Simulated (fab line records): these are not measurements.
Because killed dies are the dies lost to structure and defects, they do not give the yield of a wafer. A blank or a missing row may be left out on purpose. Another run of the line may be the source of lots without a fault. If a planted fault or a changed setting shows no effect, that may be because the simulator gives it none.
A lot that was struck, set against a sound lot | flow sky130 | 17 steps out of a route of 708
Sound: wafers L914.1, L914.3, L914.6. The struck wafers were L910.1, L910.2, L910.6. The cause is given at the end.
Per side, at each step with rows, come the tool, then ch with its chambers, and then its first start. Under that, the readings that differ: sound wafers | struck wafers | difference of the means | sigmas: that difference in standard deviations of wafers without a fault.
alike: same words and numbers on both sides, and readings whose means sit less than 2 such deviations apart. not compared: any withheld reading, any reading some wafer has no value for, any bound like >300 that may hide the same value, and any number with overlapping values for which the record gives no deviation.
Wherever a step has rows on one side only, a row that says differs or no value, or a row with sigmas, the two part there. Non-overlapping numbers with no deviation appear without sigmas and do not part them. A reading that every wafer of one side lacks parts them only if that side has two wafers or more.

first, 3 steps without rows for these wafers: SKY_VIA1_EXPOSE_09 (exposes mask VIM, target cd 150 nm); SKY_VIA1_PEB_10; SKY_VIA1_DEVELOP_11 (develop time 60 s).
SKY_VIA1_CD_MEAS_12: the cd target is 150 nm.
  sound on cdSem-02 at day 36 14:24; struck on cdSem-01 at day 35 02:08
  alike: cdNm
SKY_VIA1_OVL_MEAS_13:
  sound on overlay-01 at day 36 14:31; struck on overlay-02 at day 35 02:16
  alike: VIA1_OVL
SKY_VIA1_ETCH_14: etches BARC in N2/H2, stops on SiO2, time 45.9 s, target depth 60 nm.
  sound on rieDiel-02 ch 1,2, day 36 14:33; struck on rieDiel-02 ch 1,2, day 35 02:17
  alike: drypumpMotorCurrentA, oesProductAu, throttleValvePct
  not compared: rfHoursCounterH
SKY_VIA1_ETCH_15: etches SiO2 in C4F8/O2/Ar, stops on TiN, target depth 351 nm, time 54 s.
  sound on rieDiel-02 ch 1,2, day 36 14:36; struck on rieDiel-02 ch 1,2, day 35 02:20
  alike: oesProductAu
  not compared: rfHoursCounterH
SKY_VIA1_STRIP_16: strips in O2/N2.
  sound on plasmaAsher-02 ch 0,1, day 36 14:38; struck on plasmaAsher-04 ch 0,1, day 35 02:23
  alike: drypumpMotorCurrentA, oesProductAu, stripTimeToEndpointS
  not compared: rfHoursCounterH
then, 3 steps without rows for these wafers: SKY_VIA1_STRIP_17 (strips in post etch residue remover, time 1200 s); SKY_VIA1_CLEAN_18 (cleans in IPA, time 180 s); SKY_VIA1_CLEAN_19 (cleans in O3/DIW).
SKY_VIA1_SPUTTER_20: material TiN, target thk 20 nm, time 80 s.
  sound on pvdSputter-01 at day 36 15:25; struck on pvdSputter-04 at day 35 03:01
  alike: throttleValvePct
SKY_VIA1_CVD_21: deposits W, target thk 270 nm, time 80.902 s.
  sound on cvdW-01 ch 1, day 36 15:29; struck on cvdW-02 ch 0,1, day 35 03:05
reading                           | sound             | struck            | difference | sigmas
chamberPressureTorr (Torr)        | 40.06 40.12 40.05 | 44.75 44.64 44.74 | +4.63      | +53
model.W_of_VIA1_CVD_21.thkNm (nm) | 279 278.2 279.1   | 290.8 287.7 288.6 | +10.3      | 
  alike: heaterPowerW
SKY_VIA1_RS_MEAS_22: measures by four-point-probe.
  sound on filmMetro-04 at day 36 15:35; struck on filmMetro-01 at day 35 03:28
reading            | sound             | struck            | difference | sigmas
VIA1_W_RS (ohm/sq) | 0.412 0.413 0.412 | 0.395 0.399 0.398 | -0.015     | -2
  not compared: hold
SKY_VIA1_THK_MEAS_23: measures by xrf.
  sound on filmMetro-04 at day 36 15:42; struck on filmMetro-01 at day 35 06:32
  alike: VIA1_W_THK
  not compared: hold
SKY_VIA1_CMP_24: polishes, stops on SiO2, t overpolish 15 s, target thk 0 nm.
  sound on cmp-02 ch 0,1,3, day 36 15:49; struck on cmp-01 ch 0,2,3, day 35 16:18
reading | sound | struck                                                                  | difference                   | sigmas
hold    | - - - | awaitDispo/9.7h/release awaitDispo/9.7h/release awaitDispo/9.7h/release | no value on the sound wafers | 
  alike: motorCurrentA, platenRpm
SKY_PAD_OPEN_PROBE_99:
  rows exist in the record for the sound wafers here (prober-02, day 47 18:32), none for the struck ones

## WHERE THEY PART
First at SKY_VIA1_CVD_21; last, within this record, at SKY_PAD_OPEN_PROBE_99.

WHY: what the simulator had put in
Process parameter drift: cvdW-02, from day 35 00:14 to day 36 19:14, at SKY_VIA1_CVD_21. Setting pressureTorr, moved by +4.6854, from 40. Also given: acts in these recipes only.
